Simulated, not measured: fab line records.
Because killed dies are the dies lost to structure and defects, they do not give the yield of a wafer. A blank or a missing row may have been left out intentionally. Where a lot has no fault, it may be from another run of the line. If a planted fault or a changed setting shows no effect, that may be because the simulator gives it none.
fab line records | flow sfqLine
[record] lots = 7 | wafers = 21 | lastDay = 78
route steps=325 shown L0V@17 M0@28 I0@43 M1@58 M8@325
lots untouched by any fault: they come from a run of this same line in which no faults occurred
startH: hours from the record's first day to the start of the lot's first wafer shown | waitH: hours elapsed since this lot's preceding step | " same as the row above | L1.1+2: one row covering several wafers at once | - no value, or no start given | * or withheld: withheld | < > ~ a bound
route shown NAME@n: names a module that has steps shown in the file, with the first one's number in the route | usual: average and standard deviation across the fault-free wafers | same: alike in all rows | chamber/n: place in a boat | sites: each site's reading | _std_site: their standard deviation | _edge_site: inner sites' mean taken away from outer sites' mean | radiusMm: for every site, how far away it sits from the centre of the wafer | mask NAME#n: copy n | behind: the most recent tool/chamber to have shaped the wafer | hold: cause of the lot's hold/its duration in hours/its outcome | device: which transistor (n, p or np) failed to switch | end of line: at the end of the route, the tests of the same wafers | for a step that has no rows: nothing shown but its recipe | killed: the dies lost at the first sort to structure and to defects; this is not the yield of the wafer | map: dies across one wafer; x = killed, . = not, _ = none there
set.NAME: setting as actually run; set.NAME@STEP: the setting as run at that earlier step | model.NAME: the simulator's own value behind a step, which no gauge read
lots at selected steps of the route; one table per step, one row per wafer
services: the hour from which a tool's chamber was out of use, counted from the record's first day as startH (under 0 if before that day), plus the number of hours and why
[[steps]]
[step SFQ_TRILAYER_L0_VIA_LITHO_COAT_018]
[recipe] resist = BARC | spinRpm = 3000 | resistThkNm = 62
[step SFQ_TRILAYER_L0_VIA_LITHO_COAT_013]
[recipe] resist = KrF | spinRpm = 3000 | resistThkNm = 650
[step SFQ_TRILAYER_L0_VIA_LITHO_SOFTBAKE_017]
[recipe] tempC = withheld | timeS = withheld | resist = KrF
[step SFQ_TRILAYER_L0_VIA_LITHO_EXPOSE_014]
[recipe] maskId = L0V | na = 0.6 | sourceShape = conventional | sigmaOuter = 0.65 | targetCdNm = 700 | doseMj = 21.3
[step SFQ_TRILAYER_L0_VIA_LITHO_PEB_016]
[recipe] pebTempC = 115 | pebTimeS = 60 | resist = KrF
[step SFQ_TRILAYER_L0_VIA_LITHO_DEVELOP_015]
[recipe] timeS = 60 | resist = KrF
[step SFQ_L0V_OVL_MEAS_903]
[usual] L0V_OVL = -5/5.1
lot.wafer | tool       | chamber | startH | waitH | L0V_OVL[nm]
L941.3    | overlay-02 | -       | 111.67 | 0.1   | -2
L941.4    | "          | -       | "      | "     | 1
L941.5    | "          | -       | "      | "     | -4
L944.4    | overlay-01 | -       | 126.50 | 0.1   | -2
L944.5    | "          | -       | "      | "     | -7
L944.6    | "          | -       | "      | "     | -1
L948.1    | overlay-02 | -       | 148.18 | 0.1   | -9
L948.2    | "          | -       | "      | "     | -4
L948.4    | "          | -       | "      | "     | -11
L953.1    | overlay-01 | -       | 178.25 | 0.1   | -6
L953.4    | "          | -       | "      | "     | -15
L953.5    | "          | -       | "      | "     | -6
L958.2    | overlay-01 | -       | 210.48 | 0.1   | -2
L958.5    | "          | -       | "      | "     | -7
L958.6    | "          | -       | "      | "     | 3
L961.2    | overlay-01 | -       | 227.08 | 0.1   | -5
L961.5    | "          | -       | "      | "     | -3
L961.6    | "          | -       | "      | "     | -1
L964.1    | overlay-02 | -       | 240.27 | 0.1   | -11
L964.2    | "          | -       | "      | "     | -12
L964.5    | "          | -       | "      | "     | -5
[step SFQ_TRILAYER_L0_VIA_BARC_OPEN_VIA_ETCH_021]
[recipe] maskMaterial = PR | chemistry = O2 | targetDepthNm = 125 | target = BARC | sourceW = 500 | biasW = 80 | pressureMtorr = 30 | timeS = 41.7
[usual] drypumpMotorCurrentA = 5.9/0.49 | oesProductAu = 0.685/0.0046
lot.wafer | tool       | chamber | startH | waitH | drypumpMotorCurrentA | oesProductAu | rfHoursCounterH
L941.3    | rieDiel-04 | 2       | 111.70 | 0.0   | 6.7                  | 0.687        | 6
L941.4    | "          | 3       | "      | "     | 5.8                  | 0.686        | 140
L941.5    | "          | 0       | "      | "     | 6.2                  | 0.690        | -
L944.4    | rieDiel-04 | 1       | 126.52 | 0.0   | 5.6                  | 0.680        | 96
L944.5    | "          | 3       | "      | "     | 5.7                  | 0.683        | -
L944.6    | "          | 2       | "      | "     | 6.7                  | 0.686        | -
L948.1    | rieDiel-01 | 1       | 148.22 | 0.0   | 6.0                  | 0.681        | 91
L948.2    | "          | 3       | "      | "     | 5.9                  | 0.687        | 46
L948.4    | "          | 2       | "      | "     | 6.3                  | 0.676        | 104
L953.1    | rieDiel-02 | 3       | 178.28 | 0.0   | 6.8                  | 0.688        | 31
L953.4    | "          | 0       | "      | "     | 5.6                  | 0.686        | 120
L953.5    | "          | 1       | "      | "     | 5.5                  | 0.687        | -
L958.2    | rieDiel-02 | 1       | 210.51 | 0.0   | 5.5                  | 0.686        | 5
L958.5    | "          | 3       | "      | "     | 6.8                  | 0.684        | -
L958.6    | "          | 0       | "      | "     | 5.6                  | 0.681        | -
L961.2    | rieDiel-01 | 0       | 227.11 | 0.0   | 4.9                  | 0.694        | 26
L961.5    | "          | 3       | "      | "     | 5.9                  | 0.689        | -
L961.6    | "          | 0       | "      | "     | 4.9                  | 0.683        | -
L964.1    | rieDiel-01 | 0       | 240.31 | 0.0   | 4.9                  | 0.669        | 26
L964.2    | "          | 3       | "      | "     | 5.9                  | 0.682        | 47
L964.5    | "          | 1       | "      | "     | 6.0                  | 0.683        | -
[step SFQ_TRILAYER_L0_VIA_ETCH_VIA_ETCH_016]
[recipe] target = SiO2 | stopOn = MoNx_KI | maskMaterial = PR | chemistry = CHF3 | targetDepthNm = 80 | sourceW = 500 | biasW = 80 | pressureMtorr = 30 | timeS = withheld
[step SFQ_TRILAYER_L0_VIA_STRIP_STRIP_017]
[recipe] gas = O2 | powerW = 200 | platenTempC = 40 | overashFraction = 0.65 | chemistry = O2 | pressureMtorr = 50
[usual] drypumpMotorCurrentA = 6.0/0.37 | oesProductAu = 0.993/0.0097
lot.wafer | tool        | chamber | startH | waitH | drypumpMotorCurrentA | oesProductAu | rfHoursCounterH
L941.3    | rieMetal-02 | 0       | 111.98 | -     | 5.5                  | 1.003        | -
L941.4    | "           | 1       | "      | "     | 5.8                  | 0.996        | -
L941.5    | "           | 0       | "      | "     | 5.6                  | 0.993        | -
L944.4    | rieMetal-03 | 0       | 126.80 | -     | 5.9                  | 0.994        | -
L944.5    | "           | 0       | "      | "     | 5.9                  | 0.988        | -
L944.6    | "           | 1       | "      | "     | 6.6                  | 0.991        | -
L948.1    | rieMetal-01 | 0       | 148.30 | -     | 6.2                  | 1.002        | 13
L948.2    | "           | 1       | "      | "     | 6.3                  | 0.997        | 200
L948.4    | "           | 1       | "      | "     | 6.3                  | 0.984        | -
L953.1    | rieMetal-01 | 1       | 178.37 | -     | 6.3                  | 0.985        | 1
L953.4    | "           | 0       | "      | "     | 6.2                  | 0.990        | -
L953.5    | "           | 1       | "      | "     | 6.3                  | 0.977        | -
L958.2    | rieMetal-01 | 0       | 210.60 | -     | 6.2                  | 0.983        | 28
L958.5    | "           | 1       | "      | "     | 6.4                  | 0.982        | -
L958.6    | "           | 0       | "      | "     | 6.2                  | 0.996        | -
L961.2    | rieMetal-03 | 0       | 227.20 | -     | 5.9                  | 0.979        | 27
L961.5    | "           | 1       | "      | "     | 6.6                  | 0.988        | -
L961.6    | "           | 0       | "      | "     | 5.9                  | 0.983        | -
L964.1    | rieMetal-02 | 1       | 240.40 | -     | 5.8                  | 1.009        | 29
L964.2    | "           | 0       | "      | "     | 5.6                  | 0.984        | 121
L964.5    | "           | 1       | "      | "     | 5.8                  | 1.001        | -
[step SFQ_TRILAYER_L0_VIA_STRIP_SOLV_CLEAN_018]
[recipe] chemistry = NMP | tempC = 70 | timeS = 600
[step SFQ_TRILAYER_M0_DEP_PRE_CLEAN_020]
[recipe] gas = Ar | timeS = 15 | biasV = 250
[step SFQ_TRILAYER_M0_DEP_SPUTTER_019]
[recipe] material = Nb | basePressurePa = 1.33e-06 | chamberPressurePa = 0.1333 | substrateTempC = 20 | resputterCathodeVoltageV = 400 | targetThkNm = 200 | powerW = 2000 | timeS = 133.3
[usual] throttleValvePct = 29.7/0.54
lot.wafer | tool          | chamber | startH | waitH | throttleValvePct | model.Nb_of_TRILAYER_M0_DEP_SPUTTER_019.thkNm
L941.3    | pvdSputter-05 | -       | 112.58 | 0.0   | 29.4             | 197.4
L941.4    | "             | -       | "      | "     | 29.8             | 197
L941.5    | "             | -       | "      | "     | 29.7             | 197.6
L944.4    | pvdSputter-05 | -       | 127.42 | 0.0   | 30.6             | 197.2
L944.5    | "             | -       | "      | "     | 30.0             | 203.2
L944.6    | "             | -       | "      | "     | 30.5             | 199.1
L948.1    | pvdSputter-06 | -       | 149.10 | 0.0   | 29.6             | 204.3
L948.2    | "             | -       | "      | "     | 29.5             | 201.5
L948.4    | "             | -       | "      | "     | 28.6             | 201.5
L953.1    | pvdSputter-04 | -       | 179.19 | 0.0   | 28.8             | 199.5
L953.4    | "             | -       | "      | "     | 29.9             | 204
L953.5    | "             | -       | "      | "     | 28.9             | 199.8
L958.2    | pvdSputter-05 | -       | 211.40 | 0.0   | 29.8             | 202.3
L958.5    | "             | -       | "      | "     | 29.9             | 287.8
L958.6    | "             | -       | "      | "     | 30.0             | 202.4
L961.2    | pvdSputter-05 | -       | 228.00 | 0.0   | 29.9             | 198.6
L961.5    | "             | -       | "      | "     | 29.5             | 285.2
L961.6    | "             | -       | "      | "     | 29.8             | 199.9
L964.1    | pvdSputter-05 | -       | 241.20 | 0.0   | 29.9             | 203.6
L964.2    | "             | -       | "      | "     | 29.8             | 201.2
L964.5    | "             | -       | "      | "     | 29.8             | 288.4
[step SFQ_M0_RS_MEAS_904]
[recipe] thkMeasGauge = four-point-probe | reads = Nb_of_TRILAYER_M0_DEP_SPUTTER_019
[usual] M0_NB_RS = 0.884/0.012
lot.wafer | tool         | chamber | startH | waitH | M0_NB_RS[ohm/sq]
L941.3    | filmMetro-03 | -       | 112.71 | 0.1   | 0.901
L941.4    | "            | -       | "      | "     | 0.903
L941.5    | "            | -       | "      | "     | 0.900
L944.4    | filmMetro-02 | -       | 127.57 | 0.1   | 0.902
L944.5    | "            | -       | "      | "     | 0.877
L944.6    | "            | -       | "      | "     | 0.894
L948.1    | filmMetro-03 | -       | 149.19 | 0.0   | 0.871
L948.2    | "            | -       | "      | "     | 0.885
L948.4    | "            | -       | "      | "     | 0.884
L953.1    | filmMetro-01 | -       | 179.28 | 0.0   | 0.891
L953.4    | "            | -       | "      | "     | 0.872
L953.5    | "            | -       | "      | "     | 0.891
L958.2    | filmMetro-02 | -       | 211.51 | 0.1   | 0.879
L958.5    | "            | -       | "      | "     | 0.617
L958.6    | "            | -       | "      | "     | 0.878
L961.2    | filmMetro-03 | -       | 228.12 | 0.1   | 0.896
L961.5    | "            | -       | "      | "     | 0.622
L961.6    | "            | -       | "      | "     | 0.890
L964.1    | filmMetro-01 | -       | 241.29 | 0.0   | 0.873
L964.2    | "            | -       | "      | "     | 0.884
L964.5    | "            | -       | "      | "     | 0.614
[step SFQ_TRILAYER_M0_LITHO_COAT_026]
[recipe] resist = BARC | spinRpm = 3000 | resistThkNm = 62
[step SFQ_TRILAYER_M0_LITHO_COAT_021]
[recipe] resist = KrF | spinRpm = 3000 | resistThkNm = 600
[step SFQ_TRILAYER_M0_LITHO_SOFTBAKE_025]
[recipe] tempC = withheld | timeS = withheld | resist = KrF
[step SFQ_TRILAYER_M0_LITHO_EXPOSE_022]
[recipe] maskId = M0 | na = 0.6 | sourceShape = conventional | sigmaOuter = 0.65 | targetCdNm = 500 | doseMj = 14.4
[step SFQ_TRILAYER_M0_LITHO_PEB_024]
[recipe] pebTempC = 115 | pebTimeS = 60 | resist = KrF
[step SFQ_TRILAYER_M0_LITHO_DEVELOP_023]
[recipe] timeS = 60 | resist = KrF
[step SFQ_M0_OVL_MEAS_906]
[usual] M0_OVL = 2/6.7
lot.wafer | tool       | chamber | startH | waitH | M0_OVL[nm]
L941.3    | overlay-01 | -       | 176.99 | 0.1   | 8
L941.4    | "          | -       | "      | "     | -1
L941.5    | "          | -       | "      | "     | 6
L944.4    | overlay-02 | -       | 194.89 | 0.1   | 5
L944.5    | "          | -       | "      | "     | -4
L944.6    | "          | -       | "      | "     | 4
L948.1    | overlay-01 | -       | 221.07 | 0.1   | -9
L948.2    | "          | -       | "      | "     | 1
L948.4    | "          | -       | "      | "     | -4
L953.1    | overlay-02 | -       | 254.67 | 0.1   | -10
L953.4    | "          | -       | "      | "     | -13
L953.5    | "          | -       | "      | "     | -7
L958.2    | overlay-02 | -       | 287.83 | 0.1   | -3
L958.5    | "          | -       | "      | "     | -2
L958.6    | "          | -       | "      | "     | 4
L961.2    | overlay-01 | -       | 305.83 | 0.1   | -2
L961.5    | "          | -       | "      | "     | 2
L961.6    | "          | -       | "      | "     | -4
L964.1    | overlay-01 | -       | 321.52 | 0.1   | 3
L964.2    | "          | -       | "      | "     | -5
L964.5    | "          | -       | "      | "     | -1
[step SFQ_TRILAYER_M0_BARC_OPEN_METAL_ETCH_031]
[recipe] maskMaterial = PR | chemistry = O2 | targetDepthNm = 125 | target = BARC | icpW = 600 | biasW = 80 | pressureMtorr = 10 | timeS = 41.7
[step SFQ_TRILAYER_M0_ETCH_METAL_ETCH_024]
[recipe] target = Nb | stopOn = SiO2 | maskMaterial = PR | chemistry = Cl2/Ar | targetDepthNm = 240 | icpW = 600 | biasW = 80 | pressureMtorr = 10 | timeS = 120
[usual] drypumpMotorCurrentA = 5.93/0.28 | oesProductAu = 0.898/0.0084
lot.wafer | tool        | chamber | startH | waitH | drypumpMotorCurrentA | oesProductAu | rfHoursCounterH
L941.3    | rieMetal-02 | 0       | 177.12 | 0.1   | 5.54                 | 0.890        | -
L941.4    | "           | 1       | "      | "     | 5.76                 | 0.884        | -
L941.5    | "           | 0       | "      | "     | 5.51                 | 0.891        | -
L944.4    | rieMetal-02 | 0       | 195.01 | 0.1   | 5.56                 | 0.882        | -
L944.5    | "           | 1       | "      | "     | 5.75                 | 0.917        | -
L944.6    | "           | 0       | "      | "     | 5.59                 | 0.893        | -
L948.1    | rieMetal-02 | 0       | 221.17 | 0.0   | 5.55                 | 0.901        | 117
L948.2    | "           | 1       | "      | "     | 5.75                 | 0.898        | 25
L948.4    | "           | 0       | "      | "     | 5.55                 | 0.904        | -
L953.1    | rieMetal-02 | 0       | 254.77 | 0.0   | 5.58                 | 0.896        | 124
L953.4    | "           | 0       | "      | "     | 5.60                 | 0.908        | -
L953.5    | "           | 1       | "      | "     | 5.77                 | 0.886        | -
L958.2    | rieMetal-04 | 1       | 287.92 | 0.0   | 6.07                 | 0.901        | 69
L958.5    | "           | 1       | "      | "     | 6.07                 | 0.989        | -
L958.6    | "           | 0       | "      | "     | 5.85                 | 0.895        | -
L961.2    | rieMetal-04 | 0       | 305.92 | 0.0   | 5.85                 | 0.898        | 38
L961.5    | "           | 0       | "      | "     | 5.81                 | 0.996        | -
L961.6    | "           | 1       | "      | "     | 6.07                 | 0.892        | -
L964.1    | rieMetal-02 | 1       | 321.62 | 0.0   | 5.78                 | 0.897        | 45
L964.2    | "           | 0       | "      | "     | 5.58                 | 0.905        | 138
L964.5    | "           | 1       | "      | "     | 5.74                 | 1.000        | -
[step SFQ_TRILAYER_M0_STRIP_STRIP_025]
[recipe] gas = O2 | powerW = 200 | platenTempC = 40 | overashFraction = 0.65 | chemistry = O2 | pressureMtorr = 50
[step SFQ_TRILAYER_M0_STRIP_SOLV_CLEAN_026]
[recipe] chemistry = NMP | tempC = 70 | timeS = 600
[step SFQ_TRILAYER_I0_DEP_PECVD_027]
[recipe] material = SiO2 | tempC = 150 | timeS = 111.11 | pressureTorr = 2.4 | rfW = 183.3 | precursor = SiH4/N2O | targetThkNm = 500
[usual] heaterPowerW = 77/14 | susceptorTempC = 149.98/0.14 | throttleValvePct = 25.0/1.7
lot.wafer | tool     | chamber | startH | waitH | heaterPowerW | susceptorTempC | throttleValvePct
L941.3    | pecvd-04 | 2       | 177.98 | 0.0   | 89           | 150.10         | 24.8
L941.4    | "        | 0       | "      | "     | 87           | 149.63         | 26.2
L941.5    | "        | 1       | "      | "     | 79           | 149.73         | 23.9
L944.4    | pecvd-04 | 1       | 195.91 | 0.0   | 63           | 150.04         | 23.8
L944.5    | "        | 2       | "      | "     | 91           | 149.98         | 24.9
L944.6    | "        | 0       | "      | "     | 85           | 149.76         | 25.8
L948.1    | pecvd-03 | 2       | 222.07 | 0.0   | 77           | 150.11         | 28.9
L948.2    | "        | 0       | "      | "     | 75           | 149.94         | 23.5
L948.4    | "        | 2       | "      | "     | 60           | 150.22         | 28.7
L953.1    | pecvd-03 | 0       | 255.67 | 0.0   | 82           | 150.05         | 23.1
L953.4    | "        | 0       | "      | "     | 86           | 149.65         | 23.2
L953.5    | "        | 2       | "      | "     | 61           | 149.87         | 28.7
L958.2    | pecvd-02 | 1       | 288.82 | 0.0   | 59           | 150.06         | 24.0
L958.5    | "        | 2       | "      | "     | 66           | 149.94         | 23.7
L958.6    | "        | 0       | "      | "     | 56           | 149.98         | 22.9
L961.2    | pecvd-04 | 0       | 306.82 | 0.0   | 82           | 149.82         | 26.4
L961.5    | "        | 1       | "      | "     | 77           | 149.98         | 24.0
L961.6    | "        | 0       | "      | "     | 87           | 150.10         | 26.3
L964.1    | pecvd-03 | 0       | 322.54 | 0.0   | 76           | 150.06         | 23.3
L964.2    | "        | 1       | "      | "     | 100          | 150.12         | 26.8
L964.5    | "        | 0       | "      | "     | 80           | 150.14         | 23.4
[step SFQ_TRILAYER_I0_CMP_CMP_028]
[recipe] material = SiO2 | downForcePsi = 3 | platenRpm = 60 | padVelocityMS = 0.94248
[step SFQ_I0_BOW_MEAS_907]
[recipe] mode = bow
[usual] I0_BOW = 1/6.7
lot.wafer | tool         | chamber | startH | waitH | I0_BOW[um]
L941.3    | filmMetro-03 | -       | 184.48 | 1.5   | -3
L941.4    | "            | -       | "      | "     | 9
L941.5    | "            | -       | "      | "     | -2
L944.4    | filmMetro-03 | -       | 206.60 | 1.6   | 11
L944.5    | "            | -       | "      | "     | 15
L944.6    | "            | -       | "      | "     | 4
L948.1    | filmMetro-04 | -       | 232.24 | 2.5   | 15
L948.2    | "            | -       | "      | "     | 4
L948.4    | "            | -       | "      | "     | -9
L953.1    | filmMetro-01 | -       | 264.54 | 2.0   | -8
L953.4    | "            | -       | "      | "     | -5
L953.5    | "            | -       | "      | "     | 0
L958.2    | filmMetro-04 | -       | 294.56 | 2.0   | -11
L958.5    | "            | -       | "      | "     | -4
L958.6    | "            | -       | "      | "     | 4
L961.2    | filmMetro-01 | -       | 315.56 | 2.5   | 7
L961.5    | "            | -       | "      | "     | -3
L961.6    | "            | -       | "      | "     | 5
L964.1    | filmMetro-04 | -       | 325.97 | 1.5   | -11
L964.2    | "            | -       | "      | "     | -7
L964.5    | "            | -       | "      | "     | -11
[step SFQ_TRILAYER_I0_METRO_MEASURE_029]
[usual] thkNm = 199.5/1.4
lot.wafer | tool         | chamber | startH | waitH | thkNm
L941.3    | filmMetro-03 | -       | 184.96 | 0.5   | 201.5
L941.4    | "            | -       | "      | "     | 201.1
L941.5    | "            | -       | "      | "     | 201.2
L944.4    | filmMetro-03 | -       | 207.26 | 0.6   | 200.2
L944.5    | "            | -       | "      | "     | 198.3
L944.6    | "            | -       | "      | "     | 200.6
L948.1    | filmMetro-04 | -       | 232.36 | 0.1   | 199.0
L948.2    | "            | -       | "      | "     | 198.5
L948.4    | "            | -       | "      | "     | 199.1
L953.1    | filmMetro-01 | -       | 264.66 | 0.1   | 199.4
L953.4    | "            | -       | "      | "     | 200.3
L953.5    | "            | -       | "      | "     | 199.4
L958.2    | filmMetro-04 | -       | 294.86 | 0.3   | 201.2
L958.5    | "            | -       | "      | "     | 199.6
L958.6    | "            | -       | "      | "     | 199.2
L961.2    | filmMetro-01 | -       | 315.86 | 0.3   | 200.0
L961.5    | "            | -       | "      | "     | 196.7
L961.6    | "            | -       | "      | "     | 199.5
L964.1    | filmMetro-04 | -       | 326.09 | 0.1   | 198.6
L964.2    | "            | -       | "      | "     | 198.8
L964.5    | "            | -       | "      | "     | 199.5
[step SFQ_TRILAYER_I0_VIA_LITHO_COAT_036]
[recipe] resist = BARC | spinRpm = 3000 | resistThkNm = 62
[step SFQ_TRILAYER_I0_VIA_LITHO_COAT_031]
[recipe] resist = KrF | spinRpm = 3000 | resistThkNm = 650
[step SFQ_TRILAYER_I0_VIA_LITHO_SOFTBAKE_035]
[recipe] tempC = withheld | timeS = withheld | resist = KrF
[step SFQ_TRILAYER_I0_VIA_LITHO_EXPOSE_032]
[recipe] maskId = I0 | na = 0.6 | sourceShape = conventional | sigmaOuter = 0.65 | targetCdNm = 500 | doseMj = 21.3
[step SFQ_TRILAYER_I0_VIA_LITHO_PEB_034]
[recipe] pebTempC = 115 | pebTimeS = 60 | resist = KrF
[step SFQ_TRILAYER_I0_VIA_LITHO_DEVELOP_033]
[recipe] timeS = 60 | resist = KrF
[step SFQ_I0_OVL_MEAS_908]
[usual] I0_OVL = 2/5.5
lot.wafer | tool       | chamber | startH | waitH | I0_OVL[nm]
L941.3    | overlay-02 | -       | 227.91 | 0.1   | -1
L941.4    | "          | -       | "      | "     | -13
L941.5    | "          | -       | "      | "     | -8
L944.4    | overlay-01 | -       | 247.12 | 0.1   | -1
L944.5    | "          | -       | "      | "     | 1
L944.6    | "          | -       | "      | "     | -5
L948.1    | overlay-02 | -       | 291.72 | 0.1   | -3
L948.2    | "          | -       | "      | "     | 4
L948.4    | "          | -       | "      | "     | -1
L953.1    | overlay-02 | -       | 322.68 | 0.1   | 2
L953.4    | "          | -       | "      | "     | 0
L953.5    | "          | -       | "      | "     | 5
L958.2    | overlay-01 | -       | 357.39 | 0.1   | 13
L958.5    | "          | -       | "      | "     | 3
L958.6    | "          | -       | "      | "     | 11
L961.2    | overlay-02 | -       | 382.14 | 0.1   | -2
L961.5    | "          | -       | "      | "     | 5
L961.6    | "          | -       | "      | "     | -1
L964.1    | overlay-02 | -       | 395.33 | 0.1   | 4
L964.2    | "          | -       | "      | "     | 12
L964.5    | "          | -       | "      | "     | 6
[step SFQ_TRILAYER_I0_VIA_BARC_OPEN_VIA_ETCH_046]
[recipe] maskMaterial = PR | chemistry = O2 | targetDepthNm = 125 | target = BARC | sourceW = 500 | biasW = 80 | pressureMtorr = 30 | timeS = 41.7
[usual] drypumpMotorCurrentA = 5.9/0.55 | oesProductAu = 0.686/0.0045
lot.wafer | tool       | chamber | startH | waitH | drypumpMotorCurrentA | oesProductAu | rfHoursCounterH
L941.3    | rieDiel-04 | 3       | 227.93 | 0.0   | 5.8                  | 0.679        | 142
L941.4    | "          | 0       | "      | "     | 6.2                  | 0.681        | 5
L941.5    | "          | 0       | "      | "     | 6.2                  | 0.687        | -
L944.4    | rieDiel-03 | 2       | 247.13 | 0.0   | 6.2                  | 0.687        | 111
L944.5    | "          | 3       | "      | "     | 4.9                  | 0.683        | -
L944.6    | "          | 2       | "      | "     | 6.2                  | 0.691        | -
L948.1    | rieDiel-03 | 3       | 291.76 | 0.0   | 4.9                  | 0.678        | 86
L948.2    | "          | 0       | "      | "     | 6.3                  | 0.686        | 5
L948.4    | "          | 1       | "      | "     | 6.3                  | 0.688        | 42
L953.1    | rieDiel-03 | 3       | 322.72 | 0.0   | 4.9                  | 0.688        | 87
L953.4    | "          | 0       | "      | "     | 6.3                  | 0.688        | 6
L953.5    | "          | 3       | "      | "     | 4.9                  | 0.691        | -
L958.2    | rieDiel-01 | 3       | 357.42 | 0.0   | 5.9                  | 0.680        | 49
L958.5    | "          | 1       | "      | "     | 6.0                  | 0.695        | -
L958.6    | "          | 0       | "      | "     | 4.9                  | 0.685        | -
L961.2    | rieDiel-04 | 0       | 382.17 | 0.0   | 6.2                  | 0.683        | 8
L961.5    | "          | 1       | "      | "     | 5.7                  | 0.691        | -
L961.6    | "          | 2       | "      | "     | 6.7                  | 0.687        | -
L964.1    | rieDiel-04 | 2       | 395.37 | 0.0   | 6.7                  | 0.686        | 11
L964.2    | "          | 1       | "      | "     | 5.7                  | 0.693        | 102
L964.5    | "          | 2       | "      | "     | 6.7                  | 0.691        | -
[step SFQ_TRILAYER_I0_VIA_ETCH_VIA_ETCH_034]
[recipe] target = SiO2 | stopOn = Nb | maskMaterial = PR | taperDeg = 20 | chemistry = CHF3 | targetDepthNm = 260 | sourceW = 500 | biasW = 80 | pressureMtorr = 30 | timeS = withheld
[step SFQ_TRILAYER_I0_VIA_STRIP_STRIP_035]
[recipe] gas = O2 | powerW = 200 | platenTempC = 40 | overashFraction = 0.65 | chemistry = O2 | pressureMtorr = 50
[step SFQ_TRILAYER_I0_VIA_STRIP_SOLV_CLEAN_036]
[recipe] chemistry = NMP | tempC = 70 | timeS = 600
[step SFQ_TRILAYER_M1_DEP_PRE_CLEAN_038]
[recipe] gas = Ar | timeS = 22.5 | biasV = 250
[step SFQ_M8_BOW_MEAS_951]
[recipe] mode = bow
[usual] M8_BOW = 10/12
lot.wafer | tool         | chamber | startH  | waitH | M8_BOW[um] | model.etest.m0.combLog10Ohm | model.etest.m0.ohmSq
L941.3    | filmMetro-03 | -       | 1611.35 | 0.0   | 9          | 12                          | 0.9013
L941.4    | "            | -       | "       | "     | 20         | 12                          | 0.9032
L941.5    | "            | -       | "       | "     | 10         | 12                          | 0.9006
L944.4    | filmMetro-01 | -       | 1631.58 | 0.1   | 29         | 12                          | 0.9022
L944.5    | "            | -       | "       | "     | 31         | 12                          | 0.8758
L944.6    | "            | -       | "       | "     | 21         | 12                          | 0.8937
L948.1    | filmMetro-01 | -       | 1667.65 | 0.0   | 38         | 12                          | 0.871
L948.2    | "            | -       | "       | "     | 26         | 12                          | 0.8829
L948.4    | "            | -       | "       | "     | 15         | 12                          | 0.883
L953.1    | filmMetro-04 | -       | 1764.07 | 0.0   | -20        | 12                          | 0.8919
L953.4    | "            | -       | "       | "     | -17        | 12                          | 0.8724
L953.5    | "            | -       | "       | "     | -13        | 12                          | 0.8905
L958.2    | filmMetro-03 | -       | 1851.68 | 0.0   | 5          | 12                          | 0.8793
L958.5    | "            | -       | "       | "     | 13         | 0                           | 0.6183
L958.6    | "            | -       | "       | "     | 19         | 12                          | 0.8792
L961.2    | filmMetro-01 | -       | 1863.81 | 0.0   | 3          | 12                          | 0.8959
L961.5    | "            | -       | "       | "     | -6         | 0                           | 0.6238
L961.6    | "            | -       | "       | "     | 0          | 12                          | 0.89
L964.1    | filmMetro-03 | -       | 1869.79 | 0.0   | -16        | 12                          | 0.8737
L964.2    | "            | -       | "       | "     | -10        | 12                          | 0.8842
L964.5    | "            | -       | "       | "     | -14        | 0                           | 0.6169
[[services]]
tool          | chamber | startH | hours | kind
rieDiel-04    | -       | 88.25  | 0.2   | repair
rieMetal-02   | 1       | 88.77  | 21.4  | repair
pecvd-03      | -       | 89.28  | 3.4   | repair
pecvd-03      | 0       | 89.85  | 20.3  | repair
pecvd-04      | 2       | 96.97  | 19.4  | repair
rieDiel-01    | 0       | 100.37 | 4.5   | repair
pvdSputter-05 | -       | 104.97 | 1.6   | repair
rieDiel-04    | 2       | 105.77 | 4.6   | repair
rieMetal-02   | -       | 117.35 | 0.7   | repair
rieDiel-04    | 0       | 130.05 | 2.4   | repair
rieDiel-04    | 3       | 150.65 | 22.2  | repair
rieDiel-03    | 2       | 156.35 | 3.6   | repair
pecvd-03      | -       | 162.05 | 1.8   | repair
rieDiel-04    | -       | 172.84 | 0.5   | repair
pecvd-04      | -       | 183.18 | 6.0   | pm
filmMetro-04  | -       | 184.68 | 0.6   | pm
pecvd-03      | -       | 189.08 | 1.2   | repair
pvdSputter-05 | -       | 213.91 | 6.9   | repair
rieDiel-04    | 2       | 216.47 | 1.9   | repair
rieDiel-01    | -       | 235.07 | 2.0   | repair
pvdSputter-05 | -       | 272.49 | 0.5   | repair
rieDiel-01    | 1       | 290.69 | 1.5   | repair
pvdSputter-05 | -       | 358.69 | 9.1   | repair
rieMetal-02   | -       | 384.48 | 4.3   | pm
[[key]]
[firstSign] step = SFQ_M0_RS_MEAS_904 | reading = M0_NB_RS | direction = down | sigmas = 22 | usual = 0.884 | struck = 0.618
[effect] step = SFQ_TRILAYER_M0_ETCH_METAL_ETCH_024 | reading = oesProductAu | direction = up | sigmas = 12 | usual = 0.898 | struck = 0.995
[modelEffect] step = SFQ_TRILAYER_M0_DEP_SPUTTER_019 | value = Nb_of_TRILAYER_M0_DEP_SPUTTER_019.thkNm | without = 199.4 | struck = 287.2
[modelEffect] step = SFQ_M8_BOW_MEAS_951 | value = etest.m0.combLog10Ohm | without = 12 | struck = 0
metAt SFQ_TRILAYER_M0_DEP_SPUTTER_019
struckWafers L958.5,L961.5,L964.5
onsetBetween 127.42 211.40
[fault] kind = processParameterDrift | tool = pvdSputter-05 | chamber = - | onsetH = 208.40 | steps = SFQ_TRILAYER_M0_DEP_SPUTTER_019 | channel = targetThkNm | offset = 87.769 | shape = step | endH = 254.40 | scope = struckWafersOnly | actsIn = theseRecipesOnly | stated = 200
